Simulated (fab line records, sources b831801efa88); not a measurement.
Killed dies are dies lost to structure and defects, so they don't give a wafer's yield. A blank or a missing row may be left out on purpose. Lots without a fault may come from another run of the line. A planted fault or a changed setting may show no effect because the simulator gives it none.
Which tool did it? | flow gf180mcu | 12 lots, 36 wafers sampled, at 2 steps of a route of 602

WHAT THE GAUGES READ, wafer by wafer
GF_MIM_THK_MEAS_11: measures by xrf.
lot  | measured     | on            | MIM_ALCU_THK (nm)
L217 | day 24 12:31 | film_metro-01 | 205.0 204.4 203.1
L218 | day 24 22:23 | film_metro-01 | 200.0 200.5 198.9
L219 | day 24 23:46 | film_metro-03 | 196.4 196.1 197.8
L223 | day 26 15:22 | film_metro-03 | 203.8 204.6 203.2
L224 | day 26 19:32 | film_metro-01 | 203.5 203.7 204.1
L227 | day 27 21:08 | film_metro-04 | 205.0 203.0 204.5
L228 | day 27 23:46 | film_metro-01 | 204.6 206.4 204.2
L229 | day 28 13:44 | film_metro-03 | 200.6 200.3 200.8
L231 | day 29 09:33 | film_metro-01 | 203.4 200.6 201.3
L232 | day 29 12:25 | film_metro-01 | 202.7 206.0 203.0
L239 | day 31 00:44 | film_metro-01 | 203.8 206.4 204.0
L240 | day 31 07:01 | film_metro-04 | 201.9 201.8 199.4

GF_M5_CD_MEAS_07: target cd 280 nm.
lot  | measured     | on        | cd_nm (nm)
L217 | day 26 08:03 | cd_sem-01 | 279.9 280.1 281.2
L218 | day 26 16:29 | cd_sem-02 | 277.7 279.5 278.6
L219 | day 26 19:12 | cd_sem-02 | 280.4 278.9 281.3
L223 | day 28 07:28 | cd_sem-01 | 279.9 279.9 280.6
L224 | day 28 12:43 | cd_sem-01 | 281.0 281.3 281.8
L227 | day 29 11:43 | cd_sem-01 | 279.5 279.2 279.4
L228 | day 29 14:58 | cd_sem-01 | 281.4 280.9 281.1
L229 | day 30 04:03 | cd_sem-01 | 279.2 279.7 279.6
L231 | day 30 21:53 | cd_sem-01 | 279.4 280.9 280.0
L232 | day 31 01:18 | cd_sem-01 | 280.4 281.6 281.9
L239 | day 32 10:40 | cd_sem-01 | 281.0 282.2 281.0
L240 | day 32 16:45 | cd_sem-01 | 278.6 278.5 278.7

WHICH TOOL RAN EACH LOT (tool, then ch and the chambers of the sampled wafers, then the start)
The record holds no process step before these readings.

WHAT THE TOOLS THEMSELVES READ (means of the sampled wafers that have a number; where no wafer has one, the mark that the record gives instead)
The record holds no such reading with a usual standard deviation.

THE ANSWER, worked out from the rows above alone
Rule: what is usual is taken from the lots themselves. Put in order of their means at a reading, lots are off if they are a third of the lots or fewer, leave a main group of 4 or more, and stand apart from it by a gap of 3 or more times the standard deviation of the main group's means; of several such gaps the widest counts. A main group whose means are all the same, to the digits that the tables above print for the reading, isn't used. A lot without any number at a reading at which 4 lots or more have one is off too. The other lots that the step has rows for count as sound. The gauges are gone through in route order, then the tools' own readings, and for those a lot's mean is taken as printed above. The first step at which some lot is off is used, and at that step the reading that is off furthest; a lot without a number counts as furthest.
No lot is off at any reading shown: from this, nothing can be told.

WHAT THE SIMULATOR HAD PUT IN
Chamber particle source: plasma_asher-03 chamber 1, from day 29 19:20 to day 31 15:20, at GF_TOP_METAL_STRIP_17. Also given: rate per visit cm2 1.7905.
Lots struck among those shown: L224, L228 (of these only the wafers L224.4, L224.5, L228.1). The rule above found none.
